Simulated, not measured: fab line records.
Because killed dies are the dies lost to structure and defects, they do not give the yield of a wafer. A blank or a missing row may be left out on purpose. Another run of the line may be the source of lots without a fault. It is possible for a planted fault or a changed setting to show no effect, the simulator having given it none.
Matching of chambers	flow sky130	cmp-01 running SKY_VIA4_CMP_02: 4 sister chambers
The step polishes SiO2. 8 wafers are shown with their chamber, then 9 later ones without.

WAFERS WITH THEIR CHAMBER
wafer	chamber	motor current A (A)	slurry flow ml min
L085.6	1	12.1	149.5
L086.1	0	14.1	149.7
L090.2	1	11.6	150.6
L090.3	2	14.0	150.1
L090.4	3	13.3	149.3
L092.3	0	13.7	150.4
L092.4	3	12.3	149.8
L092.6	2	13.5	150.4

WAFERS WITH NO CHAMBER GIVEN
wafer	motor current A (A)	slurry flow ml min
L093.3	12.5	149.2
L093.4	13.0	150.2
L093.5	12.5	150.1
L096.4	12.5	150.4
L096.5	13.1	150.4
L096.6	14.3	149.8
L097.1	12.0	149.6
L097.3	12.8	149.9
L097.4	12.1	149.6

CHAMBER TAKEN BY EACH
wafer	from the rows above	in truth
L093.3	can't be placed: 3 or 1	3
L093.4	can't be placed: 3 or 2 or 0 or 1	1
L093.5	can't be placed: 3 or 1 or 2 or 0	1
L096.4	can't be placed: 1 or 3 or 2 or 0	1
L096.5	can't be placed: 2 or 3 or 0 or 1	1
L096.6	can't be placed: 0 or 2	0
L097.1	can't be placed: 1 or 3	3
L097.3	can't be placed: 3 or 1 or 2 or 0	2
L097.4	can't be placed: 1 or 3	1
Placed correctly: 0 of 9. Unplaceable from these rows: 9, with the true chamber sitting among the candidates in 9. Number placed wrongly: 0.
How it was worked out, from the rows above alone: a wafer's distance from a chamber is the root of the sum, over the readings, of the square of ((its reading less the chamber's mean) divided by the reading's scatter). The wafer belongs to the nearest chamber; if the next one is less than 2 further off, it can't be placed. Each chamber's mean is taken over the wafers shown for it. The scatter: take each reading less its chamber's mean, square it, sum over the shown wafers, divide by the number of wafers less the number of chambers, and take the root.
